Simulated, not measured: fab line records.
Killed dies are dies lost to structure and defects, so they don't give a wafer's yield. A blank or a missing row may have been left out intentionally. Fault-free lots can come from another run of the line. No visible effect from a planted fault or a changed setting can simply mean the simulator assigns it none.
fab line records | flow sky130
record lots=6 wafers=18 last-day=50
route steps=708 shown NWELL@63
lots untouched by any fault: they come from a run of this same line in which no faults occurred
start-h: start of the lot's first displayed wafer, in hours after the record's first day | wait-h: how many hours have passed since the lot's step before this one | " identical to the entry in the row above | L1.1+2: one row covering several wafers at once | - no value, or no start given | * or withheld: withheld | < > ~ a bound
route shown NAME@n: a module of which the file shows steps, and the number in the route of the first | usual: mean and standard deviation over wafers with no fault | same: alike in all rows | chamber/n: place in a boat | sites: readings site by site | _std_site: standard deviation of those values | _edge_site: inner sites' mean taken away from outer sites' mean | radius-mm: how far each site lies from the wafer's centre | mask NAME#n: copy n | behind: the tool/chamber that last shaped the wafer | hold: reason for holding the lot/hours on hold/outcome of the hold | device: which transistor (n, p or np) failed to switch | end of line: the tests these same wafers got at the end of their route | a step with no rows: only its recipe | killed: not the wafer's yield, but the dies lost to structure and defects at the first sort | map: per-die view of a wafer (x killed, . not killed, _ where there is no die)
set.NAME: setting as actually run; set.NAME@STEP: the setting as run at that earlier step | model.NAME: the simulator's own value behind a step, which no gauge read
a table for each step, a row for each wafer; lots at some steps of the route
services: from which hour (start-h, from the record's first day; less than 0 if before it) a tool's chamber was out of use, for how many hours, and why
## steps
# step SKY_NWELL_OVL_MEAS_10
# usual NWELL_00_OVL=-0.9/1.5
# columns lot.wafer tool chamber start-h wait-h NWELL_00_OVL[nm]
L613.1 overlay-01 - 133.69 - 0.3
L613.2 " - " " 0.9
L613.6 " - " " 0.7
L614.2 overlay-02 - 139.04 - -1.5
L614.5 " - " " -0.8
L614.6 " - " " -0.3
L615.2 overlay-02 - 142.99 - -1.0
L615.5 " - " " -0.4
L615.6 " - " " -1.3
L620.2 overlay-01 - 168.27 - 0.9
L620.3 " - " " 1.7
L620.5 " - " " 2.0
L627.1 overlay-01 - 218.94 - 0.3
L627.5 " - " " -1.2
L627.6 " - " " -1.2
L628.1 overlay-02 - 225.28 - -3.7
L628.2 " - " " -1.9
L628.3 " - " " -3.2
# step SKY_NWELL_IMPLANT_11
# recipe species=P energy-kev=400 dose-cm2=1.9e+13 tilt-deg=withheld
# step SKY_NWELL_IMPLANT_12
# recipe species=P energy-kev=120 dose-cm2=1.3e+12 tilt-deg=withheld
# step SKY_NWELL_IMPLANT_13
# recipe species=P energy-kev=50 dose-cm2=7e+11 tilt-deg=withheld
# step SKY_NWELL_STRIP_14
# recipe chemistry=O2/N2 power-w=1400 pressure-mtorr=1500 platen-temp-c=withheld o2-flow-sccm=3000 n2-flow-sccm=300 overash-fraction=0.5
# usual drypump-motor-current-A=5.8/0.45 n2-flow-sccm=300.0/0.87 oes-product-au=0.723/0.0049 strip-time-to-endpoint-s=36.95/0.096
# columns lot.wafer tool chamber start-h wait-h drypump-motor-current-A n2-flow-sccm oes-product-au rf-hours-counter-h strip-time-to-endpoint-s
L613.1 plasma-asher-01 0 134.17 0.1 5.7 299.1 0.717 48 36.87
L613.2 " 1 " " 6.5 300.0 0.719 48 36.99
L613.6 " 0 " " 5.7 299.2 0.722 - 36.95
L614.2 plasma-asher-01 0 139.52 0.1 5.7 299.8 0.721 49 37.10
L614.5 " 1 " " 6.6 300.4 0.724 - 36.97
L614.6 " 0 " " 5.7 298.8 0.718 - 37.02
L615.2 plasma-asher-03 1 143.47 0.1 5.7 300.9 0.720 50 37.01
L615.5 " 1 " " 5.7 301.4 0.726 - 36.96
L615.6 " 0 " " 5.3 300.1 0.725 - 37.05
L620.2 plasma-asher-03 1 168.75 0.1 5.7 300.1 0.723 53 36.90
L620.3 " 1 " " 5.7 298.7 0.719 - 36.93
L620.5 " 1 " " 5.8 300.9 0.723 - 37.04
L627.1 plasma-asher-02 0 219.42 0.1 5.3 299.3 0.715 6 37.03
L627.5 " 1 " " 5.6 300.4 0.724 - 36.99
L627.6 " 0 " " 5.3 300.3 0.722 - 37.06
L628.1 plasma-asher-02 0 225.77 0.1 5.3 301.2 0.722 6 37.10
L628.2 " 1 " " 5.6 300.6 0.730 6 36.98
L628.3 " 1 " " 5.6 299.5 0.726 - 37.01
# step SKY_NWELL_TW_MEAS_15
# usual NWELL_TW=1815/9
# columns lot.wafer tool chamber start-h wait-h NWELL_TW
L613.1 film-metro-03 - 134.27 0.1 1829
L613.2 " - " " 1833
L613.6 " - " " 1825
L614.2 film-metro-04 - 139.63 0.1 1823
L614.5 " - " " 1813
L614.6 " - " " 1823
L615.2 film-metro-03 - 143.58 0.1 1808
L615.5 " - " " 1824
L615.6 " - " " 1825
L620.2 film-metro-04 - 168.86 0.1 1818
L620.3 " - " " 1815
L620.5 " - " " 1828
L627.1 film-metro-04 - 219.52 0.1 1811
L627.5 " - " " 1820
L627.6 " - " " 1818
L628.1 film-metro-03 - 225.87 0.1 1805
L628.2 " - " " 1824
L628.3 " - " " 1817
# step SKY_NWELL_DEHYDRATE_16
# recipe temp-c=200 time-s=60
# step SKY_NWELL_HMDS_17
# recipe prime-time-s=60 prime-temp-c=120
# step SKY_NWELL_COAT_18
# recipe spin-rpm=2000 resist-thk-nm=3000
# step SKY_NWELL_SOFTBAKE_19
# recipe temp-c=110 time-s=withheld
# step SKY_NWELL_EXPOSE_20
# recipe mask-id=NWM_COMPLEMENT na=0.6 source-shape=conventional sigma-outer=0.6 polarization=unpolarized target-cd-nm=840 dose-mj=260
# step SKY_NWELL_PEB_21
# recipe temp-c=115 time-s=withheld
# step SKY_NWELL_DEVELOP_22
# recipe wall-angle-deg=90 developer=TMAH develop-time-s=60 dev-temp-c=23
# usual chill-plate-temp-C=23.01/0.11 develop-time-s=60/0 developer-temp-C=23.00/0.11
# columns lot.wafer tool chamber start-h wait-h chill-plate-temp-C develop-time-s developer-temp-C
L613.1 litho-track-01 0 152 - 23.06 60 23.02
L613.2 " 0 " " 23.18 60 23.01
L613.6 " 0 " " 23.21 60 22.95
L614.2 litho-track-01 - 158 - - - -
L614.5 " - " " - - -
L614.6 " - " " - - -
L615.2 litho-track-03 - 162 - - - -
L615.5 " - 163 - - - -
L615.6 " - " " - - -
L620.2 litho-track-01 0 189 - 23.03 60 23.11
L620.3 " 0 " " 23.10 60 22.88
L620.5 " 0 " " 23.09 60 23.07
L627.1 litho-track-01 0 242 - 23.08 60 22.85
L627.5 " 0 " " 23.04 60 22.86
L627.6 " 0 " " 22.99 60 22.91
L628.1 litho-track-03 0 249 - 22.96 60 23.14
L628.2 " 0 " " 22.96 60 23.01
L628.3 " 0 " " 22.89 60 23.26
# step SKY_NWELL_OVL_MEAS_23
# usual NWELL_01_OVL=0.0/1.3
# columns lot.wafer tool chamber start-h wait-h NWELL_01_OVL[nm]
L613.1 overlay-01 - 152.24 - 0.9
L613.2 " - " " 1.8
L613.6 " - " " 0.2
L614.2 overlay-02 - 158.39 - -
L614.5 " - " " -
L614.6 " - " " -
L615.2 overlay-01 - 163.07 - -
L615.5 " - " " -
L615.6 " - " " -
L620.2 overlay-02 - 189.59 - 0.9
L620.3 " - " " 1.7
L620.5 " - " " -0.5
L627.1 overlay-02 - 242.93 - -2.7
L627.5 " - " " -2.2
L627.6 " - " " -1.2
L628.1 overlay-02 - 249.17 - 0.9
L628.2 " - " " 0.4
L628.3 " - " " 0.2
## services
# columns tool chamber start-h hours kind
plasma-asher-02 - 149.79 9.0 pm
plasma-asher-02 0 149.79 9.0 vent-cycle
plasma-asher-02 1 149.79 9.0 vent-cycle
plasma-asher-02 0 158.79 - clean
plasma-asher-02 1 158.79 - clean
plasma-asher-01 - 221.07 2.8 pm
## key
first-sign step=SKY_NWELL_DEVELOP_22 reading=tool-record direction=missing
effect none on later readings
met-at SKY_NWELL_DEVELOP_22
struck-wafers L614.2,L614.5,L614.6,L615.2,L615.5,L615.6
sort-left-out L614.2,L614.5,L614.6,L615.2,L615.5,L615.6
tester-left-out L614,L615
onset-between 152 158
fault kind=skipped-step-whole tool=litho-track-01,litho-track-03 chamber=- onset-h=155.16 steps=SKY_NWELL_DEVELOP_22 scope=struck-lots-only
# tester-left-out: of these lots the tester's yield and bins aren't shown, on N5 and GAA mostly nor the transistor test; their killed dies are dies lost to structure and defects alone, not to doping, threshold or leakage, so they don't give the yield
# sort-left-out: the simulated sort isn't trusted on such a fault, so these wafers' sort isn't shown, and their yield isn't known
